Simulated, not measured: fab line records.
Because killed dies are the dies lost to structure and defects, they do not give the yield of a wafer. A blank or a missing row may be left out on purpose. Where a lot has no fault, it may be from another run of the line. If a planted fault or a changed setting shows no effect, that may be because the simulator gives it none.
Problem report in the 8D (eight disciplines) form, filled by code / flow sky130 / the parts of the form that need people (team, actions taken, sign-off) are left out

1. THE PROBLEM
At SKY_NWELL_IMPLANT_12, doseIonsCm2 averages 1.4e+12 over 9 wafers from 3 lots, while fault-free wafers read 1.3e+12, standard deviation 1.4e+09. Relative to the usual mean, that is a shift of +74 standard deviations.
The first sign was on wafer L827.2 at day 8 10:24, on implanter-01. Wafers with a number at this step in the record: 21, from 7 lots. By rule, "out" or "out of limits" means more than 4 standard deviations away from the usual mean. The other wafers with a number count as sound.

2. WHAT IT IS, WHAT IT ISN'T
question=which readings at this step | is=doseIonsCm2 | is not=-
question=which lots | is=L827, L828, L829 | is not=L815, L816, L831, L833
question=which wafers of those lots | is=all that have a number | is not=-
question=read on which tools | is=implanter-01 | is not=implanter-03
question=when | is=from day 8 10:24 | is not=up to then (6 sound wafers); but 6 sound wafers of L831, L833 came after

3. SUSPECTS, AND WHAT RULES EACH OUT
Counting: a tool at any process step up to the reading remains a suspect when it ran all the lots that are out and ran no sound lot after the first of those.
- implanter-01 at SKY_NWELL_IMPLANT_12: kept. It ran every lot that is out, first L827 (day 8 10:24), and no sound lot after that; its last sound lot up to then is L816 (day 5 16:41). Its own readings are out on those wafers: doseIonsCm2.
Left after counting: implanter-01 at SKY_NWELL_IMPLANT_12.

4. THE CAUSE (what the simulator had put in)
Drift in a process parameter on implanter-01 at SKY_NWELL_IMPLANT_12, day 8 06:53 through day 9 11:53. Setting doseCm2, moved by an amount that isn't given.
Only this tool survived the counting.

5. THE EFFECT CHAIN, in route order
Rows list readings where the struck wafers' mean (over those with a number) sits beyond 3 standard deviations from the usual. Readings are gone through only where the record gives a usual standard deviation; hours: the median, over the lots, of the time from a lot's start at the first step in this table giving one to that lot's start at this step; sigmas: the change measured in usual standard deviations.
hours=0; step=SKY_NWELL_IMPLANT_12; reading=doseIonsCm2; usual=1.3e+12; on struck wafers=1.4e+12; change=+1.0e+11; sigmas=+74
hours=0; step=SKY_NWELL_IMPLANT_12; reading=faradayCurrentUA; usual=7.34; on struck wafers=7.94; change=+0.60; sigmas=+4.3
It contains these process steps:
- SKY_NWELL_IMPLANT_12

6. WHAT WOULD HAVE CAUGHT IT SOONER
4 hours passed between the start of the fault at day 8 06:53 and the first reading out of limits in this record, taken at day 8 10:24.
